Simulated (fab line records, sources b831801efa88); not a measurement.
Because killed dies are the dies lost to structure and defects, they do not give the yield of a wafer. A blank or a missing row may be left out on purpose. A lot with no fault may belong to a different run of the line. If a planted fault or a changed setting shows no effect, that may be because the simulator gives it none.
Commonality check across tools | flow gf180mcu | Sample size 12 lots and 36 wafers

## WHY THIS WAS OPENED
2 of 12 lots carry a flag on the reading MVSD_TW at GF_MVSD_TW_MEAS_11. No-fault wafers: 1565, standard deviation 18.
Rule: a lot gets a flag if all its wafers with a number sit over 4 standard deviations from that mean, or if no wafer of it has a number. The other lots count as sound.

lot  | measured    | on           | MVSD_TW, wafer by wafer | flag
L658 | day 4 15:38 | filmMetro-04 | 1541 1546 1543          | 
L659 | day 4 21:59 | filmMetro-02 | 1582 1579 1591          | 
L660 | day 5 05:02 | filmMetro-04 | 1558 1564 1559          | 
L661 | day 5 09:16 | filmMetro-03 | 1583 1572 1581          | 
L662 | day 5 16:07 | filmMetro-04 | 1570 1573 1564          | 
L667 | day 6 20:19 | filmMetro-04 | 1670 1665 1664          | FLAGGED
L668 | day 7 03:26 | filmMetro-04 | 1680 1663 1665          | FLAGGED
L674 | day 8 13:05 | filmMetro-03 | 1552 1570 1568          | 
L675 | day 8 17:41 | filmMetro-02 | 1593 1594 1597          | 
L677 | day 9 08:07 | filmMetro-03 | 1577 1567 1570          | 
L678 | day 9 11:40 | filmMetro-04 | 1534 1543 1541          | 
L679 | day 9 17:10 | filmMetro-04 | 1541 1535 1537          | 
Average over the flagged lots: 1668; offset from the usual +103, equal to +6 standard deviations.

## TOOL THAT RAN EACH LOT
Before the reading, the record contains 3 process steps out of a 602-step route. Read each cell as the tool, then ch plus the chambers that the sampled wafers visited, then the start.
lot  | flag    | GF_STI_STRIP_15                    | GF_NWELL_STRIP_10                  | GF_MVSD_IMPLANT_08
L658 |         | plasmaAsher-04 ch 0,1, day 2 07:40 | plasmaAsher-03 ch 0,1, day 3 12:11 | implanter-04 ch 0, day 4 15:15
L659 |         | plasmaAsher-02 ch 0,1, day 2 11:43 | plasmaAsher-03 ch 0,1, day 3 17:58 | implanter-04 ch 0, day 4 21:35
L660 |         | plasmaAsher-04 ch 0,1, day 2 19:02 | plasmaAsher-02 ch 0,1, day 4 00:17 | implanter-04 ch 0, day 5 04:38
L661 |         | plasmaAsher-01 ch 0,1, day 2 22:08 | plasmaAsher-01 ch 0,1, day 4 05:11 | implanter-04 ch 0, day 5 08:53
L662 |         | plasmaAsher-02 ch 0,1, day 3 03:35 | plasmaAsher-03 ch 0,1, day 4 11:05 | implanter-04 ch 0, day 5 15:45
L667 | FLAGGED | plasmaAsher-04 ch 0,1, day 4 05:26 | plasmaAsher-03 ch 0,1, day 5 14:23 | implanter-01 ch 0, day 6 19:56
L668 | FLAGGED | plasmaAsher-02 ch 0,1, day 4 10:33 | plasmaAsher-03 ch 0,1, day 5 20:16 | implanter-01 ch 0, day 7 03:04
L674 |         | plasmaAsher-04 ch 0,1, day 5 17:43 | plasmaAsher-02 ch 0,1, day 7 04:21 | implanter-04 ch 0, day 8 12:42
L675 |         | plasmaAsher-04 ch 0,1, day 5 22:32 | plasmaAsher-02 ch 0,1, day 7 09:19 | implanter-03 ch 0, day 8 17:17
L677 |         | plasmaAsher-02 ch 0,1, day 6 08:30 | plasmaAsher-03 ch 0,1, day 7 21:49 | implanter-04 ch 0, day 9 07:45
L678 |         | plasmaAsher-01 ch 0,1, day 6 13:44 | plasmaAsher-02 ch 0,1, day 8 01:24 | implanter-04 ch 0, day 9 11:17
L679 |         | plasmaAsher-02 ch 0,1, day 6 19:02 | plasmaAsher-02 ch 0,1, day 8 07:51 | implanter-03 ch 0, day 9 16:46
These steps, and what they do:
- GF_STI_STRIP_15: strips in O2/N2.
- GF_NWELL_STRIP_10: strips in O2/N2.
- GF_MVSD_IMPLANT_08
- GF_MVSD_TW_MEAS_11

## FLAGGED AGAINST TOTAL, ONE TOOL AT A TIME (gauges that did the reading follow at the end)
step               | tool           | lots run | flagged | share of the flagged lots | sound lots run after its first flagged lot
GF_STI_STRIP_15    | plasmaAsher-01 | 2        | 0       | none                      | -
GF_STI_STRIP_15    | plasmaAsher-02 | 5        | 1       | some                      | 2 (L677,L679)
GF_STI_STRIP_15    | plasmaAsher-04 | 5        | 1       | some                      | 2 (L674,L675)
GF_NWELL_STRIP_10  | plasmaAsher-01 | 1        | 0       | none                      | -
GF_NWELL_STRIP_10  | plasmaAsher-02 | 5        | 0       | none                      | -
GF_NWELL_STRIP_10  | plasmaAsher-03 | 6        | 2       | all                       | 1 (L677)
GF_MVSD_IMPLANT_08 | implanter-01   | 2        | 2       | all                       | 0
GF_MVSD_IMPLANT_08 | implanter-03   | 2        | 0       | none                      | -
GF_MVSD_IMPLANT_08 | implanter-04   | 8        | 0       | none                      | -
GF_MVSD_TW_MEAS_11 | filmMetro-02   | 2        | 0       | none                      | -
GF_MVSD_TW_MEAS_11 | filmMetro-03   | 3        | 0       | none                      | -
GF_MVSD_TW_MEAS_11 | filmMetro-04   | 7        | 2       | all                       | 2 (L678,L679)

## WHAT THE TABLE ALLOWS
Every flagged lot was run by 3 rows of the table: plasmaAsher-03 at GF_NWELL_STRIP_10, implanter-01 at GF_MVSD_IMPLANT_08 and filmMetro-04 at GF_MVSD_TW_MEAS_11.
- plasmaAsher-03 at GF_NWELL_STRIP_10 ran 6 lots, 2 of them flagged. After the first flagged lot (L677), sound lots still ran on it; a lasting fault on the whole tool would not permit that.
- implanter-01 at GF_MVSD_IMPLANT_08 ran 2 lots, 2 of them flagged. The start can't be narrowed down: in this sample, it ran no sound lot prior to its first flagged lot. Its own readings lie more than 4 standard deviations out on every wafer of the flagged lots: beamOnS, faradayCurrentUA.
- filmMetro-04 at GF_MVSD_TW_MEAS_11 ran 7 lots, 2 of them flagged. After the first flagged lot (L678, L679), sound lots still ran on it; a lasting fault on the whole tool would not permit that.
implanter-01 at GF_MVSD_IMPLANT_08 is the single tool remaining.

## WHAT THE SIMULATOR HAD INSERTED
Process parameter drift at GF_MVSD_IMPLANT_08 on implanter-01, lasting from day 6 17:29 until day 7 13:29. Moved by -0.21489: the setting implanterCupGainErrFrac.
Lots struck among those shown: L667, L668. The rule above found the same.
